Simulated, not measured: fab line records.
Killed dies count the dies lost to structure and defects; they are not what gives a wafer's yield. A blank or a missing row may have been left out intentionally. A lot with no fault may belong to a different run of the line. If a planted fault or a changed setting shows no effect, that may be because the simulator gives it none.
fab line records	flow sky130
record: lots: 7	wafers: 21	last-day: 50
route steps=708 shown VT_ADJUST_LVTN@116 VT_ADJUST_NCORE@119 VT_ADJUST_HVTR@131 PAD_OPEN@708
lots untouched by any fault: they come from a run of this same line in which no faults occurred
start-h: the number of hours between the record's first day and the start of the first shown wafer of the lot	wait-h: time in hours since the lot's previous step	" repeats the value in the row above	L1.1+2: a row that stands for several wafers	- no value present, or no start provided	* or withheld: withheld	< > ~ a bound
route shown NAME@n: a module of which the file shows steps, and the number in the route of the first	usual: the fault-free wafers' mean and standard deviation	same: alike in all rows	chamber/n: place in a boat	sites: per-site readings	_std_site: standard deviation of those values	_edge_site: inner sites' mean taken away from outer sites' mean	radius-mm: how far each site lies from the wafer's centre	mask NAME#n: copy n	behind: the last tool/chamber to shape the wafer	hold: the reason the lot was held/the length of the hold in hours/how it ended	device: which transistor (n, p or np) failed to switch	end of line: tests of these same wafers at the route's end	a step given without rows: its recipe and nothing more	killed: dies lost to structure and defects at the first sort, not the wafer's yield	map: the dies of a wafer, with x for killed, . for not killed, _ for no die there
set.NAME: setting as actually run; set.NAME@STEP: the setting as run at that earlier step	model.NAME: the simulator's own value behind a step, which no gauge read
certain route steps with their lots: each step a table, each wafer a row
services: when a tool's chamber went out of use (start-h, in hours from the record's first day, below 0 if earlier), for how many hours, and the reason
== steps ==
step: SKY_VT_ADJUST_LVTN_IMPLANT_19
recipe: species: B	energy-kev: 30	dose-cm2: 6.5e+11	tilt-deg: withheld
step: SKY_VT_ADJUST_LVTN_STRIP_20
recipe: chemistry: O2/N2	power-w: 1400	pressure-mtorr: 1500	platen-temp-c: withheld	o2-flow-sccm: 3000	n2-flow-sccm: 300	overash-fraction: 0.5
usual: drypump-motor-current-A: 5.91/0.29	o2-flow-sccm: 3001/8.4	oes-product-au: 0.716/0.0048	strip-time-to-endpoint-s: 14.19/0.032
lot.wafer	tool	chamber	start-h	wait-h	drypump-motor-current-A	o2-flow-sccm	oes-product-au	rf-hours-counter-h	strip-time-to-endpoint-s
L679.2	plasma-asher-03	1	177.12	0.1	5.41	2998	0.718	50	14.15
L679.3	"	1	"	"	5.44	2996	0.716	-	14.18
L679.5	"	1	"	"	5.43	3005	0.713	-	14.15
L687.1	plasma-asher-02	1	224.62	0.1	6.27	2994	0.713	54	14.16
L687.3	"	0	"	"	5.82	3015	0.719	-	14.17
L687.6	"	1	"	"	6.29	2998	0.715	-	14.14
L694.3	plasma-asher-02	0	274.80	0.1	5.84	2998	0.713	-	14.18
L694.5	"	0	"	"	5.83	3005	0.714	-	14.17
L694.6	"	1	"	"	6.29	3015	0.715	-	14.17
L695.2	plasma-asher-03	0	293.12	0.1	6.11	3002	0.714	61	14.20
L695.3	"	0	"	"	6.11	3017	0.714	-	14.17
L695.4	"	1	"	"	5.44	2996	0.716	-	14.21
L696.2	plasma-asher-03	1	297.64	0.1	5.44	3004	0.714	61	14.20
L696.4	"	1	"	"	5.45	3019	0.719	-	14.18
L696.6	"	0	"	"	6.11	3005	0.713	-	14.19
L697.3	plasma-asher-03	0	300.25	0.1	6.12	2988	0.712	-	14.23
L697.4	"	1	"	"	5.45	3004	0.721	-	14.23
L697.6	"	0	"	"	6.12	2986	0.711	-	14.23
L698.2	plasma-asher-04	1	320.89	0.1	6.10	2986	0.720	19	14.23
L698.4	"	0	"	"	5.54	2989	0.714	-	14.24
L698.5	"	1	"	"	6.08	2993	0.721	-	14.23
step: SKY_VT_ADJUST_LVTN_TW_MEAS_21
usual: VT_ADJUST_LVTN_2_TW: 189.6/0.87
lot.wafer	tool	chamber	start-h	wait-h	VT_ADJUST_LVTN_2_TW
L679.2	film-metro-02	-	177.26	0.1	189.0
L679.3	"	-	"	"	189.2
L679.5	"	-	"	"	189.0
L687.1	film-metro-03	-	224.72	0.1	191.0
L687.3	"	-	"	"	190.5
L687.6	"	-	"	"	190.5
L694.3	film-metro-02	-	274.89	0.1	191.1
L694.5	"	-	"	"	191.1
L694.6	"	-	"	"	190.2
L695.2	film-metro-01	-	293.23	0.1	189.8
L695.3	"	-	"	"	190.5
L695.4	"	-	"	"	191.0
L696.2	film-metro-02	-	297.75	0.1	189.0
L696.4	"	-	"	"	187.6
L696.6	"	-	"	"	188.8
L697.3	film-metro-02	-	300.34	0.1	188.5
L697.4	"	-	"	"	187.6
L697.6	"	-	"	"	189.5
L698.2	film-metro-03	-	321.00	0.1	189.2
L698.4	"	-	"	"	188.4
L698.5	"	-	"	"	189.9
step: SKY_VT_ADJUST_NCORE_DEHYDRATE_00
recipe: temp-c: 200	time-s: 60
step: SKY_VT_ADJUST_NCORE_HMDS_01
recipe: prime-time-s: 60	prime-temp-c: 120
step: SKY_VT_ADJUST_NCORE_COAT_02
recipe: resist: NOVOLAK	spin-rpm: 3000	resist-thk-nm: 1140
step: SKY_VT_ADJUST_NCORE_SOFTBAKE_03
recipe: temp-c: 90	time-s: 60	resist: NOVOLAK
step: SKY_VT_ADJUST_NCORE_EXPOSE_04
recipe: mask-id: LVTN_COMPLEMENT_THIN	na: 0.6	source-shape: conventional	sigma-outer: 0.6	polarization: unpolarized	target-cd-nm: 380	dose-mj: 139
step: SKY_VT_ADJUST_NCORE_PEB_05
recipe: temp-c: withheld	time-s: *	resist: NOVOLAK
step: SKY_VT_ADJUST_NCORE_DEVELOP_06
recipe: resist: NOVOLAK	developer: TMAH	develop-time-s: 60	dev-temp-c: 23
step: SKY_VT_ADJUST_NCORE_CD_MEAS_07
recipe: target-cd-nm: 380
usual: cd-nm: 380.5/2.6
lot.wafer	tool	chamber	start-h	wait-h	cd-nm
L679.2	cd-sem-01	-	201.11	0.1	377.7
L679.3	"	-	"	"	377.6
L679.5	"	-	"	"	377.9
L687.1	cd-sem-02	-	247.63	0.1	386.7
L687.3	"	-	"	"	383.8
L687.6	"	-	"	"	386.1
L694.3	cd-sem-01	-	300.17	0.1	383.9
L694.5	"	-	"	"	381.3
L694.6	"	-	"	"	382.5
L695.2	cd-sem-02	-	318.70	0.1	378.6
L695.3	"	-	"	"	378.6
L695.4	"	-	"	"	379.2
L696.2	cd-sem-01	-	324.05	0.1	379.7
L696.4	"	-	"	"	381.2
L696.6	"	-	"	"	377.9
L697.3	cd-sem-01	-	326.93	0.1	382.6
L697.4	"	-	"	"	379.2
L697.6	"	-	"	"	380.1
L698.2	cd-sem-02	-	347.80	0.1	381.2
L698.4	"	-	"	"	378.2
L698.5	"	-	"	"	379.3
step: SKY_VT_ADJUST_NCORE_OVL_MEAS_08
usual: VT_ADJUST_NCORE_OVL: -1.4/1.4
lot.wafer	tool	chamber	start-h	wait-h	VT_ADJUST_NCORE_OVL[nm]
L679.2	overlay-01	-	201.22	0.1	-2.6
L679.3	"	-	"	"	-2.1
L679.5	"	-	"	"	-2.1
L687.1	overlay-01	-	247.75	0.1	-1.2
L687.3	"	-	"	"	-0.3
L687.6	"	-	"	"	-1.6
L694.3	overlay-02	-	300.26	0.1	-2.3
L694.5	"	-	"	"	-0.4
L694.6	"	-	"	"	-0.5
L695.2	overlay-02	-	318.81	0.1	-2.7
L695.3	"	-	"	"	-2.1
L695.4	"	-	"	"	-0.5
L696.2	overlay-02	-	324.16	0.1	1.4
L696.4	"	-	"	"	1.2
L696.6	"	-	"	"	0.7
L697.3	overlay-01	-	327.02	0.1	-1.6
L697.4	"	-	"	"	-1.4
L697.6	"	-	"	"	-2.8
L698.2	overlay-01	-	347.91	0.1	-1.5
L698.4	"	-	"	"	-1.3
L698.5	"	-	"	"	-3.1
step: SKY_VT_ADJUST_NCORE_IMPLANT_09
recipe: species: B	energy-kev: 10	dose-cm2: 2.4e+12	tilt-deg: withheld
usual: beam-on-s: 9.99/0.22	end-station-pressure-torr: 5e-06/3e-07	faraday-current-uA: 13.6/0.3
lot.wafer	tool	chamber	start-h	wait-h	beam-on-s	end-station-pressure-torr	faraday-current-uA
L679.2	implanter-03	0	201.27	0.0	9.83	4.95e-06	13.7
L679.3	"	0	"	"	10.25	4.45e-06	13.2
L679.5	"	0	"	"	9.90	4.87e-06	13.7
L687.1	implanter-01	0	247.79	0.0	10.23	4.8e-06	13.2
L687.3	"	0	"	"	9.83	5.15e-06	13.7
L687.6	"	0	"	"	9.87	4.96e-06	13.8
L694.3	implanter-01	0	300.34	0.1	10.73	6.176e-05	12.2
L694.5	"	0	"	"	10.77	6.402e-05	12.1
L694.6	"	0	"	"	10.72	6.353e-05	12.1
L695.2	implanter-01	0	318.86	0.0	11.06	5.829e-05	11.7
L695.3	"	0	"	"	10.85	5.848e-05	12.0
L695.4	"	0	"	"	10.66	6.146e-05	12.2
L696.2	implanter-01	0	324.21	0.0	10.51	5.889e-05	12.4
L696.4	"	0	"	"	11.10	5.75e-05	11.8
L696.6	"	0	"	"	10.51	5.773e-05	12.4
L697.3	implanter-04	0	327.10	0.1	9.64	5.19e-06	14.0
L697.4	"	0	"	"	10.39	4.67e-06	13.1
L697.6	"	0	"	"	9.97	5.23e-06	13.6
L698.2	implanter-03	0	347.96	0.0	9.83	4.99e-06	13.7
L698.4	"	0	"	"	9.72	4.53e-06	13.9
L698.5	"	0	"	"	10.00	5.3e-06	13.6
step: SKY_VT_ADJUST_NCORE_STRIP_10
recipe: chemistry: O2/N2	power-w: 1400	pressure-mtorr: 1500	platen-temp-c: withheld	o2-flow-sccm: 3000	n2-flow-sccm: 300	overash-fraction: 0.5
usual: drypump-motor-current-A: 5.82/0.23	o2-flow-sccm: 3000/8.8	oes-product-au: 0.715/0.0045	strip-time-to-endpoint-s: 14.20/0.039
lot.wafer	tool	chamber	start-h	wait-h	drypump-motor-current-A	o2-flow-sccm	oes-product-au	rf-hours-counter-h	strip-time-to-endpoint-s
L679.2	plasma-asher-01	0	201.40	0.1	5.59	3019	0.714	39	14.21
L679.3	"	0	"	"	5.59	2996	0.712	-	14.17
L679.5	"	1	"	"	5.83	2978	0.720	-	14.16
L687.1	plasma-asher-01	0	247.94	0.1	5.61	2985	0.718	43	14.18
L687.3	"	0	"	"	5.59	2991	0.718	-	14.16
L687.6	"	1	"	"	5.83	2990	0.712	-	14.22
L694.3	plasma-asher-01	1	300.47	0.1	5.84	2998	0.715	-	14.23
L694.5	"	0	"	"	5.62	2994	0.712	-	14.25
L694.6	"	1	"	"	5.87	3010	0.720	-	14.23
L695.2	plasma-asher-02	1	318.99	0.1	6.27	2999	0.716	63	14.22
L695.3	"	1	"	"	6.27	3015	0.711	-	14.21
L695.4	"	0	"	"	5.83	3011	0.716	-	14.22
L696.2	plasma-asher-01	1	324.34	0.1	5.83	2999	0.718	50	14.27
L696.4	"	0	"	"	5.59	3002	0.715	-	14.27
L696.6	"	0	"	"	5.59	2985	0.714	-	14.26
L697.3	plasma-asher-01	1	327.23	0.1	5.86	3013	0.713	-	14.21
L697.4	"	0	"	"	5.61	3006	0.716	-	14.26
L697.6	"	1	"	"	5.86	3007	0.717	-	14.24
L698.2	plasma-asher-01	0	348.09	0.1	5.59	3003	0.707	52	14.23
L698.4	"	0	"	"	5.58	3011	0.713	-	14.24
L698.5	"	1	"	"	5.82	3006	0.709	-	14.20
step: SKY_VT_ADJUST_NCORE_TW_MEAS_11
usual: VT_ADJUST_NCORE_TW: 220.6/1.1
lot.wafer	tool	chamber	start-h	wait-h	VT_ADJUST_NCORE_TW
L679.2	film-metro-01	-	201.51	0.1	220.5
L679.3	"	-	"	"	219.6
L679.5	"	-	"	"	218.9
L687.1	film-metro-04	-	248.04	0.1	219.4
L687.3	"	-	"	"	219.3
L687.6	"	-	"	"	218.6
L694.3	film-metro-01	-	300.56	0.1	227.1
L694.5	"	-	"	"	228.1
L694.6	"	-	"	"	226.4
L695.2	film-metro-03	-	319.10	0.1	225.9
L695.3	"	-	"	"	224.8
L695.4	"	-	"	"	225.5
L696.2	film-metro-04	-	324.45	0.1	224.4
L696.4	"	-	"	"	223.6
L696.6	"	-	"	"	223.9
L697.3	film-metro-03	-	327.32	0.1	221.7
L697.4	"	-	"	"	219.6
L697.6	"	-	"	"	221.5
L698.2	film-metro-01	-	348.20	0.1	221.3
L698.4	"	-	"	"	220.0
L698.5	"	-	"	"	221.4
step: SKY_VT_ADJUST_HVTR_DEHYDRATE_00
recipe: temp-c: 200	time-s: 60
step: SKY_PAD_OPEN_PROBE_99
usual: killed_at_M0_to_M3: 43/6.4	killed_at_M4_up: 3.1/2	killed-at-contacts: 24/5.2	killed-at-front-end: 15/4.3	killed-at-other: 0.2/0.48	killed-dies: 85/9.7	killed-open: 47/6.9	killed-short: 38/6.7
same: gross-dies: 492	killed-at-back-side: 0
lot.wafer	tool	chamber	start-h	wait-h	killed_at_M0_to_M3	killed_at_M4_up	killed-at-contacts	killed-at-front-end	killed-at-other	killed-dies	killed-open	killed-short	model.etest.nfet_16v.r-on-ohm-um	model.etest.res-pwell-under-gate.rs-ohm-sq	model.etest.pfet-g5v0d10v5.off-log10-a-um	model.etest.pfet-g5v0d10v5.vt-sat-v	model.etest.pfet_16v.vt-v	model.etest.pfet-g5v0d10v5.vt-v	model.etest.pfet-g5v0d10v5.vt-long-v	model.etest.nfet-g5v0d10v5.vt-sat-v
L679.2	prober-01	-	1103.95	0.1	46	3	26	15	1	91	48	43	1.399e+04	2296	-12.89	-0.6664	-1.116	-0.8516	-0.9352	0.7693
L679.3	prober-01	-	1104.00	0.2	43	1	25	15	1	85	53	32	1.407e+04	2311	-12.85	-0.6466	-1.117	-0.8357	-0.9425	0.7541
L679.5	prober-01	-	1104.10	0.2	43	2	26	25	0	96	51	45	1.396e+04	2306	-12.78	-0.6492	-1.119	-0.8397	-0.948	0.759
L687.1	prober-01	-	1141.66	0.1	36	2	37	10	0	85	50	35	1.4e+04	2298	-12.89	-0.667	-1.117	-0.854	-0.9358	0.7573
L687.3	prober-01	-	1141.76	0.2	44	1	31	16	0	92	44	48	1.4e+04	2295	-12.68	-0.6414	-1.118	-0.8284	-0.9409	0.7528
L687.6	prober-01	-	1141.91	0.2	44	3	29	13	2	91	41	50	1.413e+04	2298	-13.04	-0.6817	-1.11	-0.868	-0.9364	0.7524
L694.3	prober-01	-	1175.40	0.2	48	6	24	24	2	104	49	55	1.425e+04	2264	-11.84	-0.5571	-1.038	-0.7565	-0.869	0.7792
L694.5	prober-01	-	1175.50	0.2	45	4	10	12	0	71	40	31	1.422e+04	2267	-12.11	-0.6046	-1.036	-0.8009	-0.8716	0.7885
L694.6	prober-01	-	1175.55	0.2	44	3	22	23	1	93	49	44	1.435e+04	2267	-11.79	-0.5591	-1.031	-0.7608	-0.8651	0.8005
L695.2	prober-02	-	1188.01	0.1	42	1	21	16	0	80	46	34	1.455e+04	2250	-11.12	-0.5032	-0.9789	-0.7179	-0.8239	0.7861
L695.3	prober-02	-	1188.06	0.2	52	2	25	13	0	92	38	54	1.459e+04	2271	-11.3	-0.5225	-0.9852	-0.7317	-0.8304	0.8048
L695.4	prober-02	-	1188.11	0.2	42	0	16	13	1	72	34	38	1.45e+04	2272	-10.95	-0.497	-0.9864	-0.7166	-0.8264	0.783
L696.2	prober-01	-	1190.15	0.1	48	3	25	18	1	95	53	42	1.427e+04	2270	-11.62	-0.5305	-1.018	-0.7438	-0.8606	0.8064
L696.4	prober-01	-	1190.25	0.2	47	6	24	11	0	88	55	33	1.438e+04	2243	-11.69	-0.5403	-1.023	-0.7624	-0.8637	0.8079
L696.6	prober-01	-	1190.35	0.2	47	2	23	7	0	79	46	33	1.449e+04	2261	-11.45	-0.5215	-1.016	-0.7333	-0.8599	0.8015
L697.3	prober-02	-	1192.15	0.2	44	0	24	13	1	82	45	37	1.45e+04	2305	-12.27	-0.5991	-1.082	-0.8092	-0.9103	0.7641
L697.4	prober-02	-	1192.20	0.2	37	6	15	12	0	70	39	31	1.432e+04	2291	-12.16	-0.5853	-1.074	-0.7882	-0.9063	0.7781
L697.6	prober-02	-	1192.30	0.2	45	0	24	9	1	79	48	31	1.435e+04	2298	-12.18	-0.5957	-1.082	-0.8054	-0.9103	0.7675
L698.2	prober-01	-	1204.58	0.1	33	2	18	11	0	64	38	26	1.413e+04	2282	-12.06	-0.5888	-1.057	-0.7898	-0.8888	0.7627
L698.4	prober-01	-	1204.68	0.2	46	5	21	20	0	92	49	43	1.413e+04	2265	-11.87	-0.5669	-1.061	-0.778	-0.8911	0.7624
L698.5	prober-01	-	1204.73	0.2	36	4	24	7	0	71	40	31	1.429e+04	2276	-12.07	-0.5865	-1.064	-0.7941	-0.8976	0.764
killed by level:class
L679.2 VIA1:geometric-particle:open=15 CONTACT:geometric-particle:open=9 LI_CONTACT:geometric-particle:open=8 POLY_GATE:geometric-particle:short=6 METAL2:geometric-particle:short=6 METAL1:geometric-particle:short=5 LI_CONTACT:geometric-particle:short=4 VIA2:geometric-particle:short=4
L679.3 VIA1:geometric-particle:open=17 CONTACT:geometric-particle:open=11 LI_CONTACT:geometric-particle:open=6 VIA2:geometric-particle:open=5 VIA3:geometric-particle:open=5 FIELD_ISO:geometric-particle:short=4 CONTACT:geometric-particle:short=4 VIA1:geometric-particle:short=4
L679.5 CONTACT:geometric-particle:open=11 POLY_GATE:geometric-particle:open=10 VIA1:geometric-particle:short=7 VIA3:geometric-particle:open=7 VIA1:geometric-particle:open=7 FIELD_ISO:geometric-particle:short=6 LOCAL_INTERCONNECT:geometric-particle:short=6 METAL1:geometric-particle:short=5
L687.1 CONTACT:geometric-particle:open=11 LI_CONTACT:geometric-particle:open=9 LOCAL_INTERCONNECT:geometric-particle:short=7 METAL2:geometric-particle:short=6 FIELD_ISO:geometric-particle:open=5 VIA1:geometric-particle:open=5 VIA2:geometric-particle:open=5 VIA3:geometric-particle:open=5
L687.3 LI_CONTACT:geometric-particle:open=10 VIA1:geometric-particle:open=8 CONTACT:geometric-particle:open=7 VIA1:geometric-particle:short=7 METAL1:geometric-particle:short=6 METAL2:geometric-particle:short=6 VIA2:geometric-particle:open=6 FIELD_ISO:geometric-particle:short=5
L687.6 VIA1:geometric-particle:short=11 VIA1:geometric-particle:open=10 LI_CONTACT:geometric-particle:open=10 CONTACT:geometric-particle:open=8 METAL1:geometric-particle:short=7 CONTACT:geometric-particle:short=5 LOCAL_INTERCONNECT:geometric-particle:short=4 FIELD_ISO:geometric-particle:open=3
L694.3 VIA1:geometric-particle:open=10 VIA2:geometric-particle:open=9 CONTACT:geometric-particle:open=8 FIELD_ISO:geometric-particle:short=6 POLY_GATE:geometric-particle:open=6 CONTACT:geometric-particle:short=6 VIA1:geometric-particle:short=6 POLY_GATE:geometric-particle:short=4
L694.5 VIA1:geometric-particle:open=16 VIA3:geometric-particle:open=5 VIA2:geometric-particle:open=5 VIA1:geometric-particle:short=5 POLY_GATE:geometric-particle:open=4 METAL1:geometric-particle:short=4 CONTACT:geometric-particle:open=4 METAL4:geometric-particle:short=4
L694.6 VIA1:geometric-particle:open=9 VIA2:geometric-particle:open=8 FIELD_ISO:geometric-particle:open=7 LI_CONTACT:geometric-particle:open=7 CONTACT:geometric-particle:open=6 METAL3:geometric-particle:short=6 FIELD_ISO:geometric-particle:short=5 LOCAL_INTERCONNECT:geometric-particle:short=5
L695.2 VIA1:geometric-particle:open=14 CONTACT:geometric-particle:short=8 CONTACT:geometric-particle:open=7 FIELD_ISO:geometric-particle:short=5 METAL2:geometric-particle:short=5 VIA3:geometric-particle:open=5 POLY_GATE:geometric-particle:open=4 VIA2:geometric-particle:open=4
L695.3 VIA1:geometric-particle:open=10 CONTACT:geometric-particle:short=9 VIA1:geometric-particle:short=8 CONTACT:geometric-particle:open=7 LOCAL_INTERCONNECT:geometric-particle:short=6 VIA3:geometric-particle:open=6 METAL3:geometric-particle:short=6 VIA2:geometric-particle:open=5
L695.4 VIA1:geometric-particle:short=11 VIA1:geometric-particle:open=10 CONTACT:geometric-particle:open=7 FIELD_ISO:geometric-particle:short=5 POLY_GATE:geometric-particle:short=5 VIA2:geometric-particle:open=5 LI_CONTACT:geometric-particle:open=4 METAL2:geometric-particle:short=4
L696.2 VIA1:geometric-particle:open=12 CONTACT:geometric-particle:open=12 VIA3:geometric-particle:open=8 POLY_GATE:geometric-particle:short=7 LOCAL_INTERCONNECT:geometric-particle:short=6 FIELD_ISO:geometric-particle:short=4 METAL1:geometric-particle:short=4 LI_CONTACT:geometric-particle:open=4
L696.4 VIA1:geometric-particle:open=16 CONTACT:geometric-particle:open=9 LI_CONTACT:geometric-particle:open=7 VIA2:geometric-particle:open=6 VIA3:geometric-particle:open=6 VIA1:geometric-particle:short=5 METAL4:geometric-particle:short=5 POLY_GATE:geometric-particle:open=4
L696.6 VIA1:geometric-particle:open=12 VIA3:geometric-particle:open=10 CONTACT:geometric-particle:open=7 LI_CONTACT:geometric-particle:open=6 LOCAL_INTERCONNECT:geometric-particle:short=5 VIA1:geometric-particle:short=5 CONTACT:geometric-particle:short=4 METAL1:geometric-particle:short=4
L697.3 VIA1:geometric-particle:open=11 CONTACT:geometric-particle:open=10 CONTACT:geometric-particle:short=8 VIA2:geometric-particle:open=8 VIA1:geometric-particle:short=6 METAL2:geometric-particle:short=6 VIA3:geometric-particle:open=6 POLY_GATE:geometric-particle:short=3
L697.4 VIA1:geometric-particle:open=12 LI_CONTACT:geometric-particle:open=6 METAL2:geometric-particle:short=5 VIA3:geometric-particle:open=5 LOCAL_INTERCONNECT:geometric-particle:short=4 METAL1:geometric-particle:short=4 METAL4:geometric-particle:short=4 FIELD_ISO:geometric-particle:open=3
L697.6 VIA3:geometric-particle:open=14 VIA1:geometric-particle:open=12 CONTACT:geometric-particle:open=10 LI_CONTACT:geometric-particle:open=5 CONTACT:geometric-particle:short=4 VIA1:geometric-particle:short=4 METAL2:geometric-particle:short=4 FIELD_ISO:geometric-particle:short=3
L698.2 CONTACT:geometric-particle:open=9 VIA1:geometric-particle:short=7 VIA1:geometric-particle:open=7 POLY_GATE:geometric-particle:open=4 LI_CONTACT:geometric-particle:open=4 VIA3:geometric-particle:short=4 VIA3:geometric-particle:open=4 METAL2:geometric-particle:short=3
L698.4 VIA1:geometric-particle:open=13 VIA3:geometric-particle:open=11 CONTACT:geometric-particle:open=7 POLY_GATE:geometric-particle:short=5 METAL4:geometric-particle:short=4 VIA3:geometric-particle:short=4 LI_CONTACT:geometric-particle:open=4 VIA1:geometric-particle:short=4
L698.5 CONTACT:geometric-particle:open=7 VIA1:geometric-particle:open=7 VIA3:geometric-particle:open=7 POLY_GATE:geometric-particle:open=6 VIA2:geometric-particle:open=6 LI_CONTACT:geometric-particle:open=5 LOCAL_INTERCONNECT:geometric-particle:short=5 CONTACT:geometric-particle:short=4
== services ==
tool	chamber	start-h	hours	kind
implanter-03	-	154.22	1.7	repair
implanter-03	-	170.53	12.5	pm
implanter-03	-	211.94	6.4	repair
plasma-asher-01	-	285.07	5.1	repair
implanter-04	-	292.06	3.2	repair
plasma-asher-03	-	318.52	3.3	repair
implanter-03	-	327.02	2.9	pm
implanter-04	-	346.12	3.5	pm
== key ==
first-sign: step: SKY_VT_ADJUST_NCORE_IMPLANT_09	reading: end-station-pressure-torr	direction: up	sigmas: 99+	usual: 5e-06	struck: 6.018e-05
effect: step: SKY_VT_ADJUST_NCORE_IMPLANT_09	reading: faraday-current-uA	direction: down	sigmas: 4.8	usual: 13.6	struck: 12.1
effect: step: SKY_VT_ADJUST_NCORE_TW_MEAS_11	reading: VT_ADJUST_NCORE_TW	direction: up	sigmas: 4.4	usual: 220.6	struck: 225.5
model-effect: step: SKY_PAD_OPEN_PROBE_99	value: etest.nfet_16v.r-on-ohm-um	without: 1.406e+04	struck: 1.44e+04
met-at SKY_VT_ADJUST_NCORE_IMPLANT_09
struck-wafers L694.3,L694.5,L694.6,L695.2,L695.3,L695.4,L696.2,L696.4,L696.6
tester-left-out L694,L695,L696
onset-between 247.79 300.34
fault: kind: process-parameter-drift	tool: implanter-01	chamber: -	onset-h: 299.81	steps: SKY_VT_ADJUST_NCORE_IMPLANT_09	channel: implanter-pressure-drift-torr	offset: 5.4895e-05	shape: step	end-h: 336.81
fault: kind: process-parameter-drift	tool: implanter-01	chamber: -	onset-h: 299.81	steps: SKY_VT_ADJUST_NCORE_IMPLANT_09	channel: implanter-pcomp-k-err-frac	offset: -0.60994	shape: step	end-h: 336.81
tester-left-out: of these lots the tester's yield and bins aren't shown, on N5 and GAA mostly nor the transistor test; their killed dies are dies lost to structure and defects alone, not to doping, threshold or leakage, so they don't give the yield
